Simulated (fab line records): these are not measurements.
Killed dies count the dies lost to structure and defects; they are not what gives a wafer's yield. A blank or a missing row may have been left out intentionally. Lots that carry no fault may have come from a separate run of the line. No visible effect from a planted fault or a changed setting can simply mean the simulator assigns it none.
Matching of chambers -- flow sky130 -- SKY_VIA4_CMP_02 on cmp-02 has 4 sister chambers
The step polishes SiO2. 20 wafers are shown with their chamber, then 10 later ones without.

## WAFERS, EACH WITH ITS CHAMBER
wafer,chamber,motor current A (A)
L075.1,1,12.4
L075.3,0,10.6
L075.5,0,11.0
L077.1,1,12.1
L077.3,3,10.3
L077.6,2,10.1
L079.2,0,11.0
L079.4,1,11.5
L079.5,2,9.6
L082.2,0,10.7
L082.3,3,10.9
L082.4,2,10.2
L084.3,0,10.7
L084.5,1,11.3
L084.6,2,10.0
L087.2,1,11.7
L087.3,2,9.5
L087.5,3,11.3
L086.1,2,9.8
L086.2,1,11.7

SIGNATURES, as means of the wafers listed above
reading,chamber 0,chamber 1,chamber 2,chamber 3,scatter within a chamber
motor current A,10.800,11.783,9.867,10.833,0.34
Rule: a wafer's distance from a chamber is the root of the sum, over the readings, of the square of ((its reading less the chamber's mean) divided by the reading's scatter). The wafer belongs to the nearest chamber; if the next one is less than 2 further off, it can't be placed. How the scatter is found: for the shown wafers, subtract from each reading the mean of its chamber, square and add these, divide the total by (wafers less chambers), then take the root.

## WAFERS WITH NO CHAMBER GIVEN
wafer,motor current A (A)
L086.6,10.3
L093.3,11.4
L093.4,10.9
L093.5,11.2
L092.1,10.7
L092.3,9.4
L092.4,11.9
L094.1,11.2
L094.2,10.0
L094.6,9.4

## WHICH CHAMBER EACH ONE RAN IN
wafer,from the rows above,in truth
L086.6,can't be placed: 2 or 0 or 3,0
L093.3,can't be placed: 1 or 3 or 0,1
L093.4,can't be placed: 3 or 0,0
L093.5,can't be placed: 3 or 0 or 1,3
L092.1,can't be placed: 0 or 3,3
L092.3,2,2
L092.4,1,1
L094.1,can't be placed: 3 or 0 or 1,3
L094.2,can't be placed: 2 or 0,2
L094.6,2,2
Placed correctly: 3 of 10. These rows do not allow placing 7 (true chamber among the candidates in 7). Wrongly placed: 0.
